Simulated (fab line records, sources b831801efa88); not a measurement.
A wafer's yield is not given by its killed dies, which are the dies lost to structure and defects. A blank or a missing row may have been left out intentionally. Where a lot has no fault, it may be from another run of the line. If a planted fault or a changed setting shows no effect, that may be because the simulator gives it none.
The tool behind it: which one? / flow sky130 / 10 lots, 30 wafers sampled, at 5 steps of a route of 708

## WHAT THE GAUGES READ, wafer by wafer
SKY_METAL2_RS_MEAS_05: uses a four-point probe to measure.
lot=L597; measured=day 33 20:01; on=film_metro-04; METAL2_ALCU_RS (ohm/sq)=0.1250 0.1266 0.1270
lot=L598; measured=day 34 08:31; on=film_metro-04; METAL2_ALCU_RS (ohm/sq)=0.1294 0.1273 0.1291
lot=L600; measured=day 34 21:35; on=film_metro-04; METAL2_ALCU_RS (ohm/sq)=0.1252 0.1242 0.1251
lot=L602; measured=day 35 20:00; on=film_metro-04; METAL2_ALCU_RS (ohm/sq)=0.1256 0.1273 0.1266
lot=L606; measured=day 36 18:46; on=film_metro-03; METAL2_ALCU_RS (ohm/sq)=0.1260 0.1265 0.1278
lot=L612; measured=day 38 16:09; on=film_metro-04; METAL2_ALCU_RS (ohm/sq)=0.1267 0.1274 0.1267
lot=L614; measured=day 39 15:35; on=film_metro-03; METAL2_ALCU_RS (ohm/sq)=0.1261 0.1280 0.1269
lot=L615; measured=day 40 00:40; on=film_metro-04; METAL2_ALCU_RS (ohm/sq)=0.1254 0.1273 0.1268
lot=L616; measured=day 40 02:56; on=film_metro-01; METAL2_ALCU_RS (ohm/sq)=0.1263 0.1254 0.1260
lot=L619; measured=day 40 11:15; on=film_metro-01; METAL2_ALCU_RS (ohm/sq)=0.1268 0.1261 0.1273

SKY_CAPM_THK_MEAS_01.
lot=L597; measured=day 36 03:13; on=film_metro-02; CAPM_CVD_00_THK (nm)=15.66 15.44 15.61
lot=L598; measured=day 36 15:56; on=film_metro-04; CAPM_CVD_00_THK (nm)=15.43 15.99 15.87
lot=L600; measured=day 37 04:26; on=film_metro-01; CAPM_CVD_00_THK (nm)=15.45 15.59 15.46
lot=L602; measured=day 38 02:20; on=film_metro-01; CAPM_CVD_00_THK (nm)=15.53 15.79 15.76
lot=L606; measured=day 39 01:48; on=film_metro-01; CAPM_CVD_00_THK (nm)=15.29 15.37 15.43
lot=L612; measured=day 40 19:21; on=film_metro-02; CAPM_CVD_00_THK (nm)=15.25 15.49 15.52
lot=L614; measured=day 41 19:05; on=film_metro-01; CAPM_CVD_00_THK (nm)=15.39 15.57 15.68
lot=L615; measured=day 42 04:19; on=film_metro-01; CAPM_CVD_00_THK (nm)=15.51 15.91 15.71
lot=L616; measured=day 42 07:11; on=film_metro-04; CAPM_CVD_00_THK (nm)=15.69 15.72 15.87
lot=L619; measured=day 42 15:29; on=film_metro-04; CAPM_CVD_00_THK (nm)=15.39 15.32 15.53

SKY_CAPM_RS_MEAS_03: uses a four-point probe to measure.
lot=L597; measured=day 36 03:24; on=film_metro-01; CAPM_TIN_RS (ohm/sq)=6.84 6.80 6.90
lot=L598; measured=day 36 16:07; on=film_metro-02; CAPM_TIN_RS (ohm/sq)=7.02 6.91 6.87
lot=L600; measured=day 37 04:37; on=film_metro-02; CAPM_TIN_RS (ohm/sq)=6.90 6.98 7.02
lot=L602; measured=day 38 02:30; on=film_metro-01; CAPM_TIN_RS (ohm/sq)=6.67 6.96 6.64
lot=L606; measured=day 39 01:59; on=film_metro-04; CAPM_TIN_RS (ohm/sq)=6.77 6.83 6.85
lot=L612; measured=day 40 19:32; on=film_metro-04; CAPM_TIN_RS (ohm/sq)=6.83 6.83 6.88
lot=L614; measured=day 41 19:16; on=film_metro-04; CAPM_TIN_RS (ohm/sq)=6.97 6.99 6.95
lot=L615; measured=day 42 04:29; on=film_metro-02; CAPM_TIN_RS (ohm/sq)=6.86 6.95 6.91
lot=L616; measured=day 42 07:21; on=film_metro-04; CAPM_TIN_RS (ohm/sq)=6.93 6.91 6.90
lot=L619; measured=day 42 15:40; on=film_metro-01; CAPM_TIN_RS (ohm/sq)=6.87 6.85 6.85

## EACH LOT AND THE TOOL THAT RAN IT (in order: tool; ch and the chambers of the sampled wafers; start)
lot=L597; SKY_METAL3_SPUTTER_03=pvd_sputter-01, day 36 03:05; SKY_CAPM_SPUTTER_02=pvd_sputter-02, day 36 03:15
lot=L598; SKY_METAL3_SPUTTER_03=pvd_sputter-02, day 36 15:50; SKY_CAPM_SPUTTER_02=pvd_sputter-01, day 36 15:59
lot=L600; SKY_METAL3_SPUTTER_03=pvd_sputter-01, day 37 04:20; SKY_CAPM_SPUTTER_02=pvd_sputter-03, day 37 04:30
lot=L602; SKY_METAL3_SPUTTER_03=pvd_sputter-04, day 38 02:14; SKY_CAPM_SPUTTER_02=pvd_sputter-03, day 38 02:23
lot=L606; SKY_METAL3_SPUTTER_03=pvd_sputter-02, day 39 01:41; SKY_CAPM_SPUTTER_02=pvd_sputter-01, day 39 01:50
lot=L612; SKY_METAL3_SPUTTER_03=pvd_sputter-01, day 40 19:14; SKY_CAPM_SPUTTER_02=pvd_sputter-03, day 40 19:23
lot=L614; SKY_METAL3_SPUTTER_03=pvd_sputter-02, day 41 19:00; SKY_CAPM_SPUTTER_02=pvd_sputter-03, day 41 19:09
lot=L615; SKY_METAL3_SPUTTER_03=pvd_sputter-04, day 42 04:13; SKY_CAPM_SPUTTER_02=pvd_sputter-03, day 42 04:22
lot=L616; SKY_METAL3_SPUTTER_03=pvd_sputter-04, day 42 07:05; SKY_CAPM_SPUTTER_02=pvd_sputter-03, day 42 07:14
lot=L619; SKY_METAL3_SPUTTER_03=pvd_sputter-02, day 42 15:24; SKY_CAPM_SPUTTER_02=pvd_sputter-03, day 42 15:33
- SKY_METAL3_SPUTTER_03: material Ti, target thk 5 nm, time 3.3 s.
- SKY_CAPM_SPUTTER_02: material TiN, target thk 200 nm, time 166.7 s.

## WHAT THE TOOLS THEMSELVES READ (means of the sampled wafers that have a number; where no wafer has one, the mark that the record gives instead)
SKY_METAL3_SPUTTER_03.
lot=L597; tool=pvd_sputter-01; throttle_valve_pct (%)=29.7
lot=L598; tool=pvd_sputter-02; throttle_valve_pct (%)=30.5
lot=L600; tool=pvd_sputter-01; throttle_valve_pct (%)=30.7
lot=L602; tool=pvd_sputter-04; throttle_valve_pct (%)=29.7
lot=L606; tool=pvd_sputter-02; throttle_valve_pct (%)=31.1
lot=L612; tool=pvd_sputter-01; throttle_valve_pct (%)=30.0
lot=L614; tool=pvd_sputter-02; throttle_valve_pct (%)=30.5
lot=L615; tool=pvd_sputter-04; throttle_valve_pct (%)=29.3
lot=L616; tool=pvd_sputter-04; throttle_valve_pct (%)=28.7
lot=L619; tool=pvd_sputter-02; throttle_valve_pct (%)=31.6

SKY_CAPM_SPUTTER_02.
lot=L597; tool=pvd_sputter-02; throttle_valve_pct (%)=31.3
lot=L598; tool=pvd_sputter-01; throttle_valve_pct (%)=31.2
lot=L600; tool=pvd_sputter-03; throttle_valve_pct (%)=29.1
lot=L602; tool=pvd_sputter-03; throttle_valve_pct (%)=29.5
lot=L606; tool=pvd_sputter-01; throttle_valve_pct (%)=30.1
lot=L612; tool=pvd_sputter-03; throttle_valve_pct (%)=29.2
lot=L614; tool=pvd_sputter-03; throttle_valve_pct (%)=28.9
lot=L615; tool=pvd_sputter-03; throttle_valve_pct (%)=29.0
lot=L616; tool=pvd_sputter-03; throttle_valve_pct (%)=28.7
lot=L619; tool=pvd_sputter-03; throttle_valve_pct (%)=29.2

## THE ANSWER, worked out from the rows above alone
Rule: the usual values come from the lots themselves. Put in order of their means at a reading, lots are off if they are a third of the lots or fewer, leave a main group of 4 or more, and stand apart from it by a gap of 3 or more times the standard deviation of the main group's means; of several such gaps the widest counts. A main group whose means are all the same, to the digits that the tables above print for the reading, isn't used. Also off: a lot with no number at a reading for which 4 or more lots have one. All remaining lots with rows at the step are treated as sound. After the gauges, taken in route order, come the tools' own readings; for these a lot's mean is taken, as printed above. The first step at which some lot is off is used, and at that step the reading that is off furthest; a lot without a number counts as furthest.
No lot is off on any of the readings shown, so nothing can be concluded from this.

## WHAT THE SIMULATOR HAD INSERTED
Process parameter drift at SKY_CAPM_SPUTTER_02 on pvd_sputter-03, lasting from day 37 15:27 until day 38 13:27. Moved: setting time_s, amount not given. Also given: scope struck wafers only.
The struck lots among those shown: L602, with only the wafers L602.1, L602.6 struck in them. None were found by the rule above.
